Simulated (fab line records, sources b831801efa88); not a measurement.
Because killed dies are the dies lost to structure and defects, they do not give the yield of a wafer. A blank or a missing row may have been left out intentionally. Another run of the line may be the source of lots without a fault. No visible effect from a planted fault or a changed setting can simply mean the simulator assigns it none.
Matching of chambers / flow gf180mcu / pecvd-03 running GF_V5_CVD_02: 3 sister chambers
The step deposits SiO2 from TEOS, target thk 1450 nm, time 163.28 s. 14 wafers are shown with their chamber, then 7 later ones without.

WAFERS WITH THEIR CHAMBER
wafer=L205.2; chamber=1; heater_power_w (W)=511
wafer=L205.3; chamber=2; heater_power_w (W)=767
wafer=L205.4; chamber=1; heater_power_w (W)=620
wafer=L207.2; chamber=1; heater_power_w (W)=538
wafer=L207.4; chamber=0; heater_power_w (W)=661
wafer=L207.5; chamber=1; heater_power_w (W)=633
wafer=L211.3; chamber=1; heater_power_w (W)=633
wafer=L211.4; chamber=2; heater_power_w (W)=626
wafer=L211.6; chamber=1; heater_power_w (W)=523
wafer=L212.3; chamber=1; heater_power_w (W)=605
wafer=L212.5; chamber=1; heater_power_w (W)=519
wafer=L212.6; chamber=2; heater_power_w (W)=786
wafer=L216.1; chamber=1; heater_power_w (W)=645
wafer=L216.5; chamber=1; heater_power_w (W)=510

SIGNATURES (means of the wafers above)
reading=heater_power_w; chamber 0=661.00; chamber 1=573.70; chamber 2=726.33; scatter within a chamber=64.2
Rule: for each reading, subtract the chamber's mean from the wafer's reading, divide by that reading's scatter and square the result; add these up over the readings and take the root, which gives the wafer's distance from the chamber. The wafer belongs to the nearest chamber; if the next one is less than 2 further off, it can't be placed. The scatter is the square root of a quotient: the sum, over the shown wafers, of each reading's squared deviation from its chamber's mean, divided by wafers minus chambers.

WAFERS WITHOUT THEIR CHAMBER
wafer=L216.6; heater_power_w (W)=701
wafer=L224.2; heater_power_w (W)=664
wafer=L224.3; heater_power_w (W)=646
wafer=L224.5; heater_power_w (W)=697
wafer=L228.3; heater_power_w (W)=762
wafer=L228.4; heater_power_w (W)=709
wafer=L228.5; heater_power_w (W)=520

CHAMBER TAKEN BY EACH
wafer=L216.6; from the rows above=can't be placed: 2 or 0 or 1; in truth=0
wafer=L224.2; from the rows above=can't be placed: 0 or 2 or 1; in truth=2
wafer=L224.3; from the rows above=can't be placed: 0 or 1 or 2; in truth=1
wafer=L224.5; from the rows above=can't be placed: 2 or 0 or 1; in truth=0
wafer=L228.3; from the rows above=can't be placed: 2 or 0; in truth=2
wafer=L228.4; from the rows above=can't be placed: 2 or 0 or 1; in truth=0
wafer=L228.5; from the rows above=can't be placed: 1 or 0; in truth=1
Correctly placed: 0 of 7. Cannot be placed on the basis of these rows: 7; the candidates contain the true chamber in 7. Number placed wrongly: 0.
